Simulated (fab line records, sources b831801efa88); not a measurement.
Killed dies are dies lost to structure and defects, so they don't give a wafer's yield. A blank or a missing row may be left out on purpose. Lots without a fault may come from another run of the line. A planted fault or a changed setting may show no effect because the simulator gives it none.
Chamber matching | flow gf180mcu | GF_V2_CVD_02 on pecvd-02: 3 sister chambers
The step deposits SiO2 from TEOS, target thk 850 nm, time 94.851 s. 6 wafers are shown with their chamber, then 7 later ones without.

WAFERS WITH THEIR CHAMBER
wafer  | chamber | rf_fwd_power_W (W) | heater_power_w (W)
L201.3 | 1       | 595.5              | 713
L201.5 | 2       | 594.0              | 551
L204.3 | 1       | 595.1              | 743
L204.4 | 0       | 596.5              | 590
L205.1 | 2       | 595.6              | 641
L205.4 | 0       | 598.2              | 585

WAFERS WITHOUT THEIR CHAMBER
wafer  | rf_fwd_power_W (W) | heater_power_w (W)
L205.6 | 596.0              | 739
L208.2 | 594.6              | 689
L208.4 | 597.1              | 697
L208.6 | 594.7              | 549
L211.1 | 594.3              | 647
L211.3 | 596.1              | 805
L211.6 | 597.6              | 729

WHICH CHAMBER EACH WENT THROUGH
wafer  | from the rows above          | in truth
L205.6 | 1                            | 1
L208.2 | can't be placed: 1 or 2      | 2
L208.4 | can't be placed: 1 or 0 or 2 | 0
L208.6 | can't be placed: 2 or 0      | 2
L211.1 | can't be placed: 2 or 1      | 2
L211.3 | 1                            | 1
L211.6 | can't be placed: 1 or 0      | 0
Placed correctly: 2 of 7. Can't be placed from these rows: 5 (the true chamber is among the candidates in 5). Placed wrongly: 0.
How it was worked out, from the rows above alone: a wafer's distance from a chamber is the root of the sum, over the readings, of the square of ((its reading less the chamber's mean) divided by the reading's scatter). The wafer belongs to the nearest chamber; if the next one is less than 2 further off, it can't be placed. A chamber's mean is the mean of its shown wafers. The scatter: the root of (the sum of the squares of (reading less its chamber's mean) over the shown wafers, divided by (wafers less chambers)).
